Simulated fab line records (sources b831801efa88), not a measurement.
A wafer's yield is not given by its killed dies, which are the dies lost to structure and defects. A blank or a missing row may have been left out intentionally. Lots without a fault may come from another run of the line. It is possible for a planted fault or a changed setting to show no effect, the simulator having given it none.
Which tool did it? | flow gf180mcu | 7 lots, 21 wafers sampled, at 4 steps of a route of 602

## WHAT EACH GAUGE READ, for each wafer
GF_PASSIVATION_THK_MEAS_01.
lot  | measured     | on            | PASSIVATION_CVD_00_THK (nm)
L632 | day 29 03:08 | film-metro-01 | 1000 996 997
L634 | day 29 12:23 | film-metro-02 | 993 963 974
L638 | day 30 14:24 | film-metro-03 | 977 986 1004
L641 | day 31 10:20 | film-metro-01 | 970 996 1000
L649 | day 33 11:29 | film-metro-01 | 999 990 1011
L651 | day 33 20:37 | film-metro-02 | 984 989 988
L653 | day 34 04:53 | film-metro-01 | 990 974 991

## WHICH TOOL RAN EACH LOT (tool, then ch and the chambers of the sampled wafers, then the start)
lot  | GF_POLY_GATE_OXIDATION_16     | GF_M5_ETCH_09                      | GF_V5_CVD_02
L632 | furnace-02 ch 0, day 10 05:31 | rie-diel-04 ch 1,2,3, day 27 07:19 | pecvd-02 ch 1,2, day 27 08:07
L634 | furnace-02 ch 0, day 10 16:45 | rie-diel-01 ch 0,1,3, day 27 16:58 | pecvd-04 ch 0,1, day 27 17:45
L638 | furnace-02 ch 0, day 11 16:29 | rie-diel-04 ch 2,3, day 28 21:20   | pecvd-04 ch 0,1,2, day 28 22:06
L641 | furnace-02 ch 0, day 12 16:35 | rie-diel-02 ch 1,2,3, day 29 18:26 | pecvd-03 ch 0,1, day 29 19:19
L649 | furnace-02 ch 0, day 15 04:56 | rie-diel-04 ch 0,1,3, day 31 22:53 | pecvd-02 ch 0,1,2, day 31 23:40
L651 | furnace-02 ch 0, day 15 10:16 | rie-diel-04 ch 0,1,3, day 32 07:32 | pecvd-03 ch 0,1,2, day 32 08:20
L653 | furnace-02 ch 0, day 16 02:17 | rie-diel-04 ch 0,2, day 32 19:16   | pecvd-04 ch 0,1,2, day 32 20:03
- GF_POLY_GATE_OXIDATION_16: stabilise 600 s, purge 300 s, target thk 4 nm.
- GF_M5_ETCH_09: etches Si3N4 in CF4/O2, target depth 52 nm, time 11.6 s.
- GF_V5_CVD_02: deposits SiO2 from TEOS, target thk 1450 nm, time 163.28 s.

## THE ANSWER, worked out from the rows above alone
Rule: usual is defined by the lots themselves. Put in order of their means at a reading, lots are off if they are a third of the lots or fewer, leave a main group of 4 or more, and stand apart from it by a gap of 3 or more times the standard deviation of the main group's means; of several such gaps the widest counts. If all means in a main group match to the digits the tables above print for the reading, that group is not used. A lot without any number at a reading at which 4 lots or more have one is off too. All remaining lots with rows at the step are treated as sound.
Nothing can be told from this: no lot is off at any reading shown.

## WHAT THE SIMULATOR HAD PUT IN
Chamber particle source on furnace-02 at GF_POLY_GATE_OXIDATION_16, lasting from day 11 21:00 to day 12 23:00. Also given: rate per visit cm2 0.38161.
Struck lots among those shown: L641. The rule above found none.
